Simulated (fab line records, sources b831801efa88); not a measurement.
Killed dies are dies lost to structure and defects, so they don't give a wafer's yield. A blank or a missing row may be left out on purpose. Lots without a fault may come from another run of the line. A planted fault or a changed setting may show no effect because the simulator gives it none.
fab line records | flow sky130
record lots=5 wafers=15 last_day=50
route steps=708 shown CONTACT@422 METAL1@434
lots that met no fault: from a run of the same line without faults
start_h: hours from the record's first day to the start of the lot's first wafer shown | wait_h: hours since the lot's step before | " the same as in the row above | L1.1+2: a row that stands for several wafers | - no value, or no start given | * or withheld: withheld | < > ~ a bound
route shown NAME@n: a module of which the file shows steps, and the number in the route of the first | usual: mean/standard deviation of fault-free wafers | same: alike in all rows | chamber/n: place in a boat | sites: the reading at each site | _std_site: their standard deviation | _edge_site: outer sites' mean less inner sites' | radius_mm: how far each site lies from the wafer's centre | mask NAME#n: copy n | behind: the tool/chamber that last shaped the wafer | hold: why the lot was held/for how many hours/how that ended | device: the transistor (n, p or np) that didn't switch | end of line: the same wafers' tests at the end of the route | a step without rows: its recipe alone | killed: dies lost to structure and defects at the first sort, not the wafer's yield | map: a wafer's dies, x killed, . not, _ none there
set.NAME: the setting as run; set.NAME@STEP: as run at that earlier step | model.NAME: the simulator's own value behind a step, which no gauge read
lots at some steps of the route; a table a step, a row a wafer
services: from which hour (start_h, from the record's first day; less than 0 if before it) a tool's chamber was out of use, for how many hours, and why
## steps
# step SKY_CONTACT_ETCH_16
# recipe chemistry=N2/H2 target=BARC ion_energy_ev=200 source_w=500 bias_w=100 pressure_mtorr=30 n2_flow_sccm=100 h2_flow_sccm=200 stop_on=SiO2 time_s=45.9 target_depth_a=600
# usual drypump_motor_current_A=5.9/0.41 n2_flow_sccm=100.0/0.34 oes_product_au=0.855/0.0047 rf_fwd_power_W=495.7/1.9 throttle_valve_pct=13.225/0.0092
# columns lot.wafer tool chamber start_h wait_h drypump_motor_current_A n2_flow_sccm oes_product_au rf_fwd_power_W rf_hours_counter_h throttle_valve_pct
L075.2 rie_diel-04 1 740.08 0.0 5.3 99.4 0.869 492.9 9 13.214
L075.3 " 3 " " 5.5 100.0 0.849 495.4 4 13.215
L075.6 " 2 " " 6.3 100.3 0.859 494.2 - 13.223
L081.1 rie_diel-03 0 796.47 0.0 5.7 99.7 0.854 497.6 7 13.232
L081.4 " 1 " " 6.3 99.7 0.853 498.1 7 13.228
L081.6 " 1 " " 6.3 99.7 0.860 497.0 - 13.228
L084.3 rie_diel-03 3 808.68 0.0 5.9 100.1 0.849 497.1 18 13.216
L084.5 " 2 " " 6.0 100.0 0.848 493.9 - 13.234
L084.6 " 3 " " 5.8 100.3 0.852 497.2 - 13.228
L096.1 rie_diel-03 0 891.23 0.0 5.7 99.9 0.856 494.5 11 13.238
L096.2 " 3 " " 5.9 99.8 0.853 497.3 20 13.226
L096.4 " 2 " " 6.1 99.9 0.847 493.3 21 13.218
L095.1 rie_diel-01 2 891.37 0.0 5.9 100.4 0.855 495.2 12 13.216
L095.3 " 0 " " 6.6 99.8 0.855 495.0 1 13.229
L095.5 " 1 " " 6.0 100.3 0.850 499.6 - 13.237
# step SKY_CONTACT_ETCH_17
# recipe target=SiO2 chemistry=C4F8/O2/Ar stop_on=Si3N4 mask_material=KrF-thick source_w=1500 bias_w=1200 pressure_mtorr=40 c4f8_flow_sccm=withheld O2_flow_sccm=6 Ar_flow_sccm=300 time_s=withheld target_depth_a=3400
# usual oes_product_au=0.892/0.005 rf_fwd_power_W=1489/5.2
# columns lot.wafer tool chamber start_h wait_h oes_product_au rf_fwd_power_W
L075.2 rie_diel-04 1 740.12 0.0 0.886 1487
L075.3 " 3 " " 0.891 1487
L075.6 " 2 " " 0.890 1481
L081.1 rie_diel-03 0 796.51 0.0 0.886 1483
L081.4 " 1 " " 0.892 1491
L081.6 " 1 " " 0.891 1486
L084.3 rie_diel-03 3 808.72 0.0 0.885 1493
L084.5 " 2 " " 0.893 1478
L084.6 " 3 " " 0.883 1495
L096.1 rie_diel-03 0 891.27 0.0 0.894 1487
L096.2 " 3 " " 0.883 1485
L096.4 " 2 " " 0.884 1492
L095.1 rie_diel-01 2 891.41 0.0 0.901 1490
L095.3 " 0 " " 0.900 1489
L095.5 " 1 " " 0.892 1490
# step SKY_CONTACT_ETCH_18
# recipe target=Si3N4 chemistry=CHF3/O2 stop_on=TiN source_w=600 bias_w=200 pressure_mtorr=40 chf3_flow_sccm=50 O2_flow_sccm=5 time_s=39 target_depth_a=750
# usual O2_flow_sccm=5.001/0.017 drypump_motor_current_A=5.8/0.41 oes_product_au=0.854/0.0073 rf_fwd_power_W=594.6/2 throttle_valve_pct=8.793/0.009
# columns lot.wafer tool chamber start_h wait_h O2_flow_sccm drypump_motor_current_A oes_product_au rf_fwd_power_W rf_hours_counter_h throttle_valve_pct
L075.2 rie_diel-04 1 - - 5.011 5.2 0.852 591.4 9 8.789
L075.3 " 3 " " 5.019 5.5 0.856 596.8 4 8.792
L075.6 " 2 " " 5.006 6.2 0.857 596.0 - 8.766
L081.1 rie_diel-03 0 - - 4.993 5.7 0.850 596.4 8 8.811
L081.4 " 1 " " 4.969 6.3 0.856 593.1 8 8.794
L081.6 " 1 " " 5.003 6.3 0.861 594.3 - 8.799
L084.3 rie_diel-03 3 - - 5.000 5.9 0.848 596.7 18 8.797
L084.5 " 2 " " 5.017 6.0 0.845 593.7 - 8.783
L084.6 " 3 " " 5.003 5.9 0.851 597.2 - 8.803
L096.1 rie_diel-03 0 - - 4.997 5.7 0.860 597.5 11 8.790
L096.2 " 3 " " 5.010 5.8 0.846 596.5 20 8.793
L096.4 " 2 " " 5.000 6.0 0.864 593.3 21 8.805
L095.1 rie_diel-01 2 - - 5.006 5.9 0.842 594.9 12 8.807
L095.3 " 0 " " 4.983 6.5 0.857 592.9 1 8.780
L095.5 " 1 " " 5.019 6.0 0.847 594.8 - 8.809
# step SKY_CONTACT_STRIP_19
# recipe chemistry=O2/N2 power_w=1400 pressure_mtorr=1500 platen_temp_c=withheld o2_flow_sccm=3000 n2_flow_sccm=300 overash_fraction=0.5
# usual drypump_motor_current_A=5.73/0.23 n2_flow_sccm=300.1/0.88 oes_product_au=0.381/0.0047 strip_time_to_endpoint_s=3.62/0.049
# columns lot.wafer tool chamber start_h wait_h drypump_motor_current_A n2_flow_sccm oes_product_au rf_hours_counter_h strip_time_to_endpoint_s
L075.2 plasma_asher-02 1 740.21 - 5.67 299.8 0.379 31 3.62
L075.3 " 1 " " 5.66 299.9 0.382 - 3.50
L075.6 " 1 " " 5.67 299.5 0.380 - 3.57
L081.1 plasma_asher-02 0 796.60 - 5.67 300.1 0.382 37 3.67
L081.4 " 1 " " 5.68 300.3 0.377 - 3.60
L081.6 " 1 " " 5.68 299.5 0.372 - 3.62
L084.3 plasma_asher-01 1 808.84 - 5.32 300.2 0.382 - 3.61
L084.5 " 0 " " 5.96 299.8 0.387 - 3.69
L084.6 " 1 " " 5.35 300.8 0.377 - 3.62
L096.1 plasma_asher-02 1 891.36 - 5.67 300.1 0.384 46 3.62
L096.2 " 0 " " 5.67 301.1 0.384 46 3.63
L096.4 " 1 " " 5.67 299.8 0.386 - 3.69
L095.1 plasma_asher-03 1 891.50 - 5.75 298.8 0.387 13 3.67
L095.3 " 1 " " 5.77 298.6 0.377 - 3.60
L095.5 " 0 " " 6.14 300.7 0.390 - 3.65
# step SKY_CONTACT_STRIP_20
# recipe chemistry=post_etch_residue_remover time_s=1200 temp_c=72.5
# columns lot.wafer tool chamber start_h wait_h
L075.2+3+6 wet_bench-04 0 740.31 0.1
L081.1+4+6 wet_bench-04 0 796.70 0.1
L084.3+5+6 wet_bench-01 1 808.91 0.0
L096.1+2+4 wet_bench-04 1 891.46 0.1
L095.1+3+5 wet_bench-03 3 891.60 0.1
# step SKY_CONTACT_CLEAN_21
# recipe chemistry=IPA time_s=180 temp_c=25
# columns lot.wafer tool chamber start_h wait_h
L075.2+3+6 wet_bench-03 0 740.68 0.0
L081.1+4+6 wet_bench-03 2 797.08 0.0
L084.3+5+6 wet_bench-03 3 809.25 0.0
L095.1+3+5 wet_bench-01 0 892.13 0.2
L096.1+2+4 wet_bench-01 0 892.24 0.1
# step SKY_CONTACT_CLEAN_22
# recipe chemistry=O3/DIW dry=n2_spin
# columns lot.wafer tool chamber start_h wait_h
L075.2+3+6 wet_bench-01 2 740.75 0.0
L081.1+4+6 wet_bench-01 3 797.13 0.0
L084.3+5+6 wet_bench-01 0 809.31 0.0
L095.1+3+5 wet_bench-04 1 892.26 0.1
L096.1+2+4 wet_bench-03 3 892.44 0.1
# step SKY_CONTACT_SPUTTER_23
# recipe material=TiN target_thk_nm=20 chamber_pressure_pa=5 power_w=4000 time_s=80
# usual chamber_pressure_pa=5.002/0.011 throttle_valve_pct=30.2/0.95
# columns lot.wafer tool chamber start_h wait_h chamber_pressure_pa throttle_valve_pct
L075.2 pvd_sputter-01 - 740.85 0.0 5.006 30.0
L075.3 " - " " 5.001 30.3
L075.6 " - " " 5.005 29.7
L081.1 pvd_sputter-03 - 797.23 0.0 5.004 30.2
L081.4 " - " " 4.981 30.4
L081.6 " - " " 5.014 30.0
L084.3 pvd_sputter-03 - 809.40 0.0 5.009 30.7
L084.5 " - " " 5.017 30.7
L084.6 " - " " 5.003 30.2
L095.1 pvd_sputter-02 - 892.45 0.0 5.000 29.1
L095.3 " - " " 5.014 30.1
L095.5 " - " " 5.000 29.5
L096.1 pvd_sputter-03 - 892.53 0.0 4.985 30.8
L096.2 " - " " 5.003 30.2
L096.4 " - " " 5.010 31.3
# step SKY_CONTACT_CVD_24
# recipe material=W target_thk_nm=340 time_s=102.12 temp_c=400 pressure_torr=40
# usual heater_power_w=892/86
# columns lot.wafer tool chamber start_h wait_h heater_power_w
L075.2 cvd_w-01 1 740.91 0.0 900
L075.3 " 1 " " 905
L075.6 " 0 " " 757
L081.1 cvd_w-02 1 797.29 0.0 996
L081.4 " 0 " " 860
L081.6 " 1 " " 1020
L084.3 cvd_w-02 1 809.50 0.1 1028
L084.5 " 1 " " 1015
L084.6 " 0 " " 884
L095.1 cvd_w-02 0 892.51 0.0 878
L095.3 " 0 " " 887
L095.5 " 0 " " 861
L096.1 cvd_w-01 1 892.59 0.0 899
L096.2 " 0 " " 762
L096.4 " 0 " " 788
# step SKY_CONTACT_RS_MEAS_25
# recipe thk_meas_gauge=four-point-probe reads=W_of_CONTACT_CVD_24+TiN_of_CONTACT_SPUTTER_23
# usual CONTACT_W_RS=0.339/0.0053
# columns lot.wafer tool chamber start_h wait_h CONTACT_W_RS[ohm/sq]
L075.2 film_metro-02 - 741.04 0.1 0.340
L075.3 " - " " 0.340
L075.6 " - " " 0.346
L081.1 film_metro-01 - 797.40 0.1 0.344
L081.4 " - " " 0.336
L081.6 " - " " 0.339
L084.3 film_metro-02 - 809.63 0.1 0.336
L084.5 " - " " 0.337
L084.6 " - " " 0.328
L095.1 film_metro-01 - 892.62 0.1 0.331
L095.3 " - " " 0.331
L095.5 " - " " 0.335
L096.1 film_metro-02 - 892.70 0.1 0.345
L096.2 " - " " 0.341
L096.4 " - " " 0.342
# step SKY_CONTACT_THK_MEAS_26
# recipe thk_meas_gauge=xrf reads=W_of_CONTACT_CVD_24
# usual CONTACT_W_THK=336/5.4
# columns lot.wafer tool chamber start_h wait_h CONTACT_W_THK[nm]
L075.2 film_metro-02 - 741.15 0.1 338
L075.3 " - " " 336
L075.6 " - " " 329
L081.1 film_metro-01 - 797.52 0.1 331
L081.4 " - " " 339
L081.6 " - " " 335
L084.3 film_metro-02 - 809.73 0.1 341
L084.5 " - " " 341
L084.6 " - " " 349
L095.1 film_metro-01 - 892.74 0.1 343
L095.3 " - " " 341
L095.5 " - " " 337
L096.1 film_metro-02 - 892.82 0.1 331
L096.2 " - " " 336
L096.4 " - " " 334
# step SKY_CONTACT_CMP_27
# recipe stop_on=SiO2 t_overpolish_s=15 down_force_psi=3.5 platen_rpm=60 target_thk_nm=0 pad_velocity_m_s=0.94248
# usual head_pressure_psi=3.500/0.0077 motor_current_A=10.6/1.2 overpolish_run_s=15.001/0.01 time_to_endpoint_s=83/5.2
# columns lot.wafer tool chamber start_h wait_h head_pressure_psi motor_current_A overpolish_run_s time_to_endpoint_s
L075.2 cmp-02 3 741.20 0.0 3.492 10.7 15.000 78
L075.3 " 0 " " 3.497 9.7 14.986 89
L075.6 " 3 " " 3.499 10.4 15.009 79
L081.1 cmp-02 2 797.68 0.1 3.508 11.3 14.983 92
L081.4 " 3 " " 3.507 10.7 14.989 80
L081.6 " 1 " " 3.497 9.0 14.990 80
L084.3 cmp-01 0 809.96 0.2 3.511 13.1 15.018 89
L084.6 " 2 " " 3.501 12.0 15.014 84
L084.5 " 3 " " 3.513 11.0 14.999 79
L095.3 cmp-02 0 893.03 0.3 3.512 9.9 15.001 88
L095.1 " 1 " " 3.510 8.7 14.998 83
L095.5 " 2 " " 3.505 10.9 15.005 92
L096.1 cmp-02 0 893.23 0.4 3.488 10.1 15.008 85
L096.4 " 2 " " 3.487 11.1 14.985 90
L096.2 " 3 " " 3.488 10.9 15.012 78
# step SKY_METAL1_SPUTTER_00
# recipe material=Ti target_thk_nm=15 power_w=3000 time_s=10 chamber_pressure_pa=0.4
# usual chamber_pressure_pa=0.3998/0.00075 throttle_valve_pct=30.0/0.76
# columns lot.wafer tool chamber start_h wait_h chamber_pressure_pa throttle_valve_pct
L075.2 pvd_sputter-04 - 741.50 0.2 0.3992 29.5
L075.3 " - " " 0.3999 29.3
L075.6 " - " " 0.3997 30.4
L081.1 pvd_sputter-02 - 797.88 0.1 0.3997 29.3
L081.4 " - " " 0.3999 31.3
L081.6 " - " " 0.4000 30.1
L084.3 pvd_sputter-01 - 810.16 0.1 0.4001 30.4
L084.5 " - " " 0.3989 29.6
L084.6 " - " " 0.3987 30.4
L095.1 pvd_sputter-02 - 893.23 0.1 0.4001 31.4
L095.3 " - " " 0.3988 29.9
L095.5 " - " " 0.4000 30.0
L096.1 pvd_sputter-04 - 893.53 0.2 0.3988 29.2
L096.2 " - " " 0.4004 29.4
L096.4 " - " " 0.4015 30.1
# step SKY_METAL1_SPUTTER_01
# recipe material=TiN target_thk_nm=20 power_w=6500 time_s=16.7 chamber_pressure_pa=0.4
# usual chamber_pressure_pa=0.4000/0.00083 throttle_valve_pct=30.0/0.76
# columns lot.wafer tool chamber start_h wait_h chamber_pressure_pa throttle_valve_pct
L075.2 pvd_sputter-04 - 741.53 0.0 0.4001 29.2
L075.3 " - " " 0.4000 29.5
L075.6 " - " " 0.3998 30.6
L081.1 pvd_sputter-02 - 797.90 0.0 0.4002 29.4
L081.4 " - " " 0.4020 31.6
L081.6 " - " " 0.4007 29.7
L084.3 pvd_sputter-01 - 810.18 0.0 0.3989 29.8
L084.5 " - " " 0.3996 29.8
L084.6 " - " " 0.3995 30.1
L095.1 pvd_sputter-02 - 893.25 0.0 0.3990 31.4
L095.3 " - " " 0.3996 29.9
L095.5 " - " " 0.3990 29.5
L096.1 pvd_sputter-04 - 893.55 0.0 0.3988 29.5
L096.2 " - " " 0.3994 29.4
L096.4 " - " " 0.3991 30.5
# step SKY_METAL1_SPUTTER_02
# recipe material=AlCu target_thk_nm=250 power_w=10600 time_s=13.3 chamber_pressure_pa=0.4
# usual chamber_pressure_pa=0.4000/0.00077 throttle_valve_pct=30.0/0.74
# columns lot.wafer tool chamber start_h wait_h chamber_pressure_pa throttle_valve_pct
L075.2 pvd_sputter-04 - 741.55 0.0 0.4003 29.4
L075.3 " - " " 0.4017 29.5
L075.6 " - " " 0.3999 30.6
L081.1 pvd_sputter-02 - 797.93 0.0 0.4003 29.2
L081.4 " - " " 0.4002 31.5
L081.6 " - " " 0.3996 29.8
L084.3 pvd_sputter-01 - 810.20 0.0 0.4005 30.1
L084.5 " - " " 0.3994 29.9
L084.6 " - " " 0.4005 30.4
L095.1 pvd_sputter-02 - 893.28 0.0 0.3994 31.3
L095.3 " - " " 0.3994 29.9
L095.5 " - " " 0.4001 29.9
L096.1 pvd_sputter-04 - 893.58 0.0 0.4008 29.6
L096.2 " - " " 0.3996 29.5
L096.4 " - " " 0.3998 30.5
# step SKY_METAL1_SPUTTER_03
# recipe material=Ti target_thk_nm=5 power_w=3000 time_s=3.3 chamber_pressure_pa=0.4
# usual chamber_pressure_pa=0.4000/0.00088 throttle_valve_pct=30.0/0.76
# columns lot.wafer tool chamber start_h wait_h chamber_pressure_pa throttle_valve_pct
L075.2 pvd_sputter-04 - 741.58 0.0 0.3998 29.4
L075.3 " - " " 0.4001 29.4
L075.6 " - " " 0.4008 30.4
L081.1 pvd_sputter-02 - 797.95 0.0 0.4009 29.4
L081.4 " - " " 0.3986 31.7
L081.6 " - " " 0.3992 29.9
L084.3 pvd_sputter-01 - 810.23 0.0 0.3986 30.2
L084.5 " - " " 0.3994 29.7
L084.6 " - " " 0.3990 30.2
L095.1 pvd_sputter-02 - 893.30 0.0 0.3991 31.6
L095.3 " - " " 0.3992 29.8
L095.5 " - " " 0.3998 30.0
L096.1 pvd_sputter-04 - 893.60 0.0 0.4013 29.6
L096.2 " - " " 0.3993 29.3
L096.4 " - " " 0.3995 30.5
# step SKY_METAL1_SPUTTER_04
# recipe material=TiN target_thk_nm=70 power_w=6500 time_s=58.3 chamber_pressure_pa=0.4
# usual chamber_pressure_pa=0.3999/0.00082 throttle_valve_pct=30.0/0.78
# columns lot.wafer tool chamber start_h wait_h chamber_pressure_pa throttle_valve_pct
L075.2 pvd_sputter-04 - 741.59 0.0 0.3988 29.2
L075.3 " - " " 0.4004 29.6
L075.6 " - " " 0.3988 30.3
L081.1 pvd_sputter-02 - 797.97 0.0 0.4003 29.3
L081.4 " - " " 0.4002 31.4
L081.6 " - " " 0.4002 30.0
L084.3 pvd_sputter-01 - 810.25 0.0 0.3995 30.3
L084.5 " - " " 0.4007 29.6
L084.6 " - " " 0.3995 30.4
L095.1 pvd_sputter-02 - 893.32 0.0 0.3997 31.5
L095.3 " - " " 0.3985 29.9
L095.5 " - " " 0.3991 29.7
L096.1 pvd_sputter-04 - 893.62 0.0 0.4005 29.5
L096.2 " - " " 0.4005 29.6
L096.4 " - " " 0.3989 30.3
# step SKY_METAL1_RS_MEAS_05
# recipe thk_meas_gauge=four-point-probe reads=TiN_of_METAL1_SPUTTER_04+Ti_of_METAL1_SPUTTER_03+AlCu_of_METAL1_SPUTTER_02+TiN_of_METAL1_SPUTTER_01+Ti_of_METAL1_SPUTTER_00
# usual METAL1_ALCU_RS=0.1263/0.0022
# columns lot.wafer tool chamber start_h wait_h METAL1_ALCU_RS[ohm/sq]
L075.2 film_metro-03 - 741.66 0.0 0.1266
L075.3 " - " " 0.1280
L075.6 " - " " 0.1300
L081.1 film_metro-02 - 798.02 0.0 0.1269
L081.4 " - " " 0.1264
L081.6 " - " " 0.1275
L084.3 film_metro-01 - 810.34 0.1 0.1223
L084.5 " - " " 0.1216
L084.6 " - " " 0.1232
L095.1 film_metro-01 - 893.37 0.0 0.1274
L095.3 " - " " 0.1275
L095.5 " - " " 0.1289
L096.1 film_metro-02 - 893.67 0.0 0.1273
L096.2 " - " " 0.1281
L096.4 " - " " 0.1311
# step SKY_METAL1_THK_MEAS_06
# recipe thk_meas_gauge=xrf reads=AlCu_of_METAL1_SPUTTER_02
# usual METAL1_ALCU_THK=247/4.6
# columns lot.wafer tool chamber start_h wait_h METAL1_ALCU_THK[nm]
L075.2 film_metro-03 - 741.77 0.1 246
L075.3 " - " " 242
L075.6 " - " " 239
L081.1 film_metro-02 - 798.14 0.1 245
L081.4 " - " " 246
L081.6 " - " " 244
L084.3 film_metro-01 - 810.44 0.1 254
L084.5 " - " " 257
L084.6 " - " " 251
L095.1 film_metro-01 - 893.49 0.1 245
L095.3 " - " " 244
L095.5 " - " " 242
L096.1 film_metro-02 - 893.79 0.1 243
L096.2 " - " " 242
L096.4 " - " " 236
# step SKY_METAL1_DEHYDRATE_07
# recipe temp_c=200 time_s=60
# usual resist_line_temp_C=23.00/0.11
# columns lot.wafer tool chamber start_h wait_h resist_line_temp_C
L075.2 litho_track-01 0 754.13 12.3 22.81
L075.3 " 0 " " 22.91
L075.6 " 0 " " 22.87
L081.1 litho_track-01 0 811.70 13.6 23.20
L081.4 " 0 " " 23.15
L081.6 " 0 " " 23.30
L084.3 litho_track-02 0 821.82 11.4 22.82
L084.5 " 0 " " 22.79
L084.6 " 0 " " 23.13
L095.1 litho_track-01 0 904.80 11.3 22.81
L095.3 " 0 " " 22.79
L095.5 " 0 " " 22.89
L096.1 litho_track-04 0 905.77 12.0 22.99
L096.2 " 0 " " 22.96
L096.4 " 0 " " 22.96
# step SKY_METAL1_HMDS_08
# recipe prime_time_s=60 prime_temp_c=120
# usual resist_line_temp_C=23.00/0.12
# columns lot.wafer tool chamber start_h wait_h resist_line_temp_C
L075.2 litho_track-01 0 754.28 0.1 22.99
L075.3 " 0 " " 22.90
L075.6 " 0 " " 22.80
L081.1 litho_track-01 0 811.85 0.1 22.96
L081.4 " 0 " " 22.91
L081.6 " 0 " " 22.97
L084.3 litho_track-02 0 821.97 0.1 23.06
L084.5 " 0 " " 22.89
L084.6 " 0 " " 22.98
L095.1 litho_track-01 0 904.95 0.1 23.19
L095.3 " 0 " " 23.06
L095.5 " 0 " " 23.07
L096.1 litho_track-04 0 905.92 0.1 23.11
L096.2 " 0 " " 22.92
L096.4 " 0 " " 23.02
# step SKY_METAL1_COAT_09
# recipe resist=BARC temp_c=withheld time_s=withheld spin_rpm=3000 resist_thk_nm=60
# usual resist_line_temp_C=*
# columns lot.wafer tool chamber start_h wait_h resist_line_temp_C
L075.2 litho_track-01 0 754.43 0.1 *
L075.3 " 0 " " *
L075.6 " 0 " " *
L081.1 litho_track-01 0 812.00 0.1 *
L081.4 " 0 " " *
L081.6 " 0 " " *
L084.3 litho_track-02 0 822.12 0.1 *
L084.5 " 0 " " *
L084.6 " 0 " " *
L095.1 litho_track-01 0 905.10 0.1 *
L095.3 " 0 " " *
L095.5 " 0 " " *
L096.1 litho_track-04 0 906.07 0.1 *
L096.2 " 0 " " *
L096.4 " 0 " " *
# step SKY_METAL1_COAT_10
# recipe resist=KrF-thick spin_rpm=3000 resist_thk_nm=450
# usual resist_line_temp_C=23.02/0.11
# columns lot.wafer tool chamber start_h wait_h resist_line_temp_C
L075.2 litho_track-01 0 - - 23.18
L075.3 " 0 " " 23.01
L075.6 " 0 " " 22.94
L081.1 litho_track-01 0 - - 23.05
L081.4 " 0 " " 22.98
L081.6 " 0 " " 22.94
L084.3 litho_track-02 0 - - 23.07
L084.5 " 0 " " 22.93
L084.6 " 0 " " 23.08
L095.1 litho_track-01 0 - - 23.01
L095.3 " 0 " " 23.02
L095.5 " 0 " " 22.90
L096.1 litho_track-04 0 - - 22.96
L096.2 " 0 " " 22.92
L096.4 " 0 " " 22.87
# step SKY_METAL1_SOFTBAKE_11
# recipe temp_c=100 time_s=90 resist=KrF-thick
# usual resist_line_temp_C=23.01/0.097
# columns lot.wafer tool chamber start_h wait_h resist_line_temp_C
L075.2 litho_track-01 0 - - 22.92
L075.3 " 0 " " 23.01
L075.6 " 0 " " 23.06
L081.1 litho_track-01 0 - - 22.86
L081.4 " 0 " " 22.99
L081.6 " 0 " " 22.93
L084.3 litho_track-02 0 - - 23.00
L084.5 " 0 " " 23.08
L084.6 " 0 " " 22.86
L095.1 litho_track-01 0 - - 23.05
L095.3 " 0 " " 22.93
L095.5 " 0 " " 22.94
L096.1 litho_track-04 0 - - 23.16
L096.2 " 0 " " 23.07
L096.4 " 0 " " 23.12
# step SKY_METAL1_EXPOSE_12
# recipe mask_id=MM1 na=0.8 source_shape=annular sigma_inner=0.55 sigma_outer=0.85 target_cd_nm=140 dose_mj=28
# usual stage_vel_mm_s=500.00/0.26
# columns lot.wafer tool chamber start_h wait_h mask stage_vel_mm_s
L075.2 krf_scanner-02 0 - - MM1#0 500.13
L075.3 " 0 " " MM1#0 500.11
L075.6 " 0 " " MM1#0 500.14
L081.1 krf_scanner-02 0 - - MM1#0 500.23
L081.4 " 0 " " MM1#0 499.98
L081.6 " 0 " " MM1#0 499.78
L084.3 krf_scanner-01 0 - - MM1#0 499.69
L084.5 " 0 " " MM1#0 499.65
L084.6 " 0 " " MM1#0 499.49
L095.1 krf_scanner-01 0 - - MM1#0 500.25
L095.3 " 0 " " MM1#0 500.03
L095.5 " 0 " " MM1#0 500.00
L096.1 krf_scanner-02 0 - - MM1#0 500.02
L096.2 " 0 " " MM1#0 499.94
L096.4 " 0 " " MM1#0 500.18
# step SKY_METAL1_PEB_13
# recipe peb_temp_c=withheld peb_time_s=withheld resist=KrF-thick
# usual resist_line_temp_C=*
# columns lot.wafer tool chamber start_h wait_h resist_line_temp_C
L075.2 litho_track-01 0 - - *
L075.3 " 0 " " *
L075.6 " 0 " " *
L081.1 litho_track-01 0 - - *
L081.4 " 0 " " *
L081.6 " 0 " " *
L084.3 litho_track-02 0 - - *
L084.5 " 0 " " *
L084.6 " 0 " " *
L095.1 litho_track-04 0 - - *
L095.3 " 0 " " *
L095.5 " 0 " " *
L096.1 litho_track-02 0 - - *
L096.2 " 0 " " *
L096.4 " 0 " " *
# step SKY_METAL1_DEVELOP_14
# recipe develop_time_s=60 resist=KrF-thick dev_temp_c=21
# usual resist_line_temp_C=23.04/0.11
# columns lot.wafer tool chamber start_h wait_h resist_line_temp_C
L075.2 litho_track-01 0 - - 23.04
L075.3 " 0 " " 23.06
L075.6 " 0 " " 23.08
L081.1 litho_track-01 0 - - 23.10
L081.4 " 0 " " 23.11
L081.6 " 0 " " 23.27
L084.3 litho_track-02 0 - - 22.88
L084.5 " 0 " " 22.90
L084.6 " 0 " " 22.85
L095.1 litho_track-04 0 - - 22.97
L095.3 " 0 " " 23.04
L095.5 " 0 " " 23.00
L096.1 litho_track-02 0 - - 22.81
L096.2 " 0 " " 22.92
L096.4 " 0 " " 22.96
# step SKY_METAL1_CD_MEAS_15
# recipe target_cd_nm=140
# usual cd_nm=139.9/1.4
# columns lot.wafer tool chamber start_h wait_h cd_nm
L075.2 cd_sem-02 - 766.82 - 139.3
L075.3 " - " " 139.2
L075.6 " - " " 140.4
L081.1 cd_sem-02 - 824.70 - 140.2
L081.4 " - " " 140.2
L081.6 " - " " 140.5
L084.3 cd_sem-02 - 836.31 - 143.3
L084.5 " - " " 143.5
L084.6 " - " " 141.8
L095.1 cd_sem-02 - 918.42 - 139.9
L095.3 " - " " 140.1
L095.5 " - " " 138.9
L096.1 cd_sem-01 - 919.47 - 137.6
L096.2 " - " " 140.5
L096.4 " - " " 139.6
# step SKY_METAL1_OVL_MEAS_16
# usual METAL1_OVL=1/4.6
# columns lot.wafer tool chamber start_h wait_h METAL1_OVL[nm]
L075.2 overlay-02 - 766.93 0.1 3
L075.3 " - " " 2
L075.6 " - " " 0
L081.1 overlay-02 - 824.82 0.1 4
L081.4 " - " " 8
L081.6 " - " " 2
L084.3 overlay-01 - 836.41 0.1 5
L084.5 " - " " 3
L084.6 " - " " 8
L095.1 overlay-02 - 918.54 0.1 6
L095.3 " - " " 7
L095.5 " - " " -1
L096.1 overlay-02 - 919.59 0.1 -7
L096.2 " - " " 0
L096.4 " - " " 0
# step SKY_METAL1_DESCUM_17
# recipe chemistry=O2 source_power_w=150 bias_power_w=0 pressure_mtorr=10 temp_c=40 time_s=8
# usual drypump_motor_current_A=6.0/0.37 oes_product_au=1.000/0.0089 rf_fwd_power_W=146.6/0.58
# columns lot.wafer tool chamber start_h wait_h drypump_motor_current_A oes_product_au rf_fwd_power_W rf_hours_counter_h
L075.2 rie_metal-02 1 766.96 0.0 5.6 1.000 146.4 9
L075.3 " 1 " " 5.6 1.005 146.0 -
L075.6 " 1 " " 5.6 1.003 145.9 -
L081.1 rie_metal-03 0 824.86 0.0 5.8 1.013 146.9 13
L081.4 " 0 " " 5.8 1.001 146.7 -
L081.6 " 0 " " 5.8 1.009 147.7 -
L084.3 rie_metal-03 1 836.44 0.0 6.5 1.008 147.6 -
L084.5 " 0 " " 5.8 1.002 147.1 -
L084.6 " 1 " " 6.5 1.018 147.0 -
L095.1 rie_metal-04 1 918.64 0.1 6.4 1.012 146.3 6
L095.3 " 0 " " 6.3 0.996 147.4 -
L095.5 " 0 " " 6.3 0.988 147.4 -
L096.1 rie_metal-04 0 919.63 0.0 6.3 0.994 146.9 12
L096.2 " 1 " " 6.4 0.999 146.4 6
L096.4 " 1 " " 6.4 0.994 146.3 -
## services
# columns tool chamber start_h hours kind
rie_diel-03 3 717.16 5.0 repair
plasma_asher-02 - 727.21 2.1 repair
wet_bench-04 - 749.11 4.4 pm
krf_scanner-02 - 761.57 1.3 pm
krf_scanner-02 - 772.17 1.0 pm
rie_diel-04 1 778.27 6.8 repair
rie_diel-01 0 786.01 7.8 repair
wet_bench-04 - 788.18 1.1 repair
rie_diel-01 3 793.68 2.7 repair
pvd_sputter-03 - 800.57 0.5 repair
cmp-02 - 803.77 0.6 repair
rie_diel-04 - 805.60 0.1 repair
rie_diel-01 0 807.96 33.3 repair
pvd_sputter-01 - 812.71 1.1 repair
krf_scanner-02 - 816.43 0.2 repair
pvd_sputter-02 - 832.97 3.7 repair
cmp-02 - 849.99 1.4 repair
cmp-02 - 855.26 1.8 repair
pvd_sputter-02 - 861.77 9.4 repair
wet_bench-04 - 865.64 1.3 repair
cmp-02 - 877.77 1.3 repair
rie_diel-03 - 883.92 0.4 repair
wet_bench-01 - 897.77 1.8 repair
cmp-02 - 912.00 4.0 pm
## key
fault none
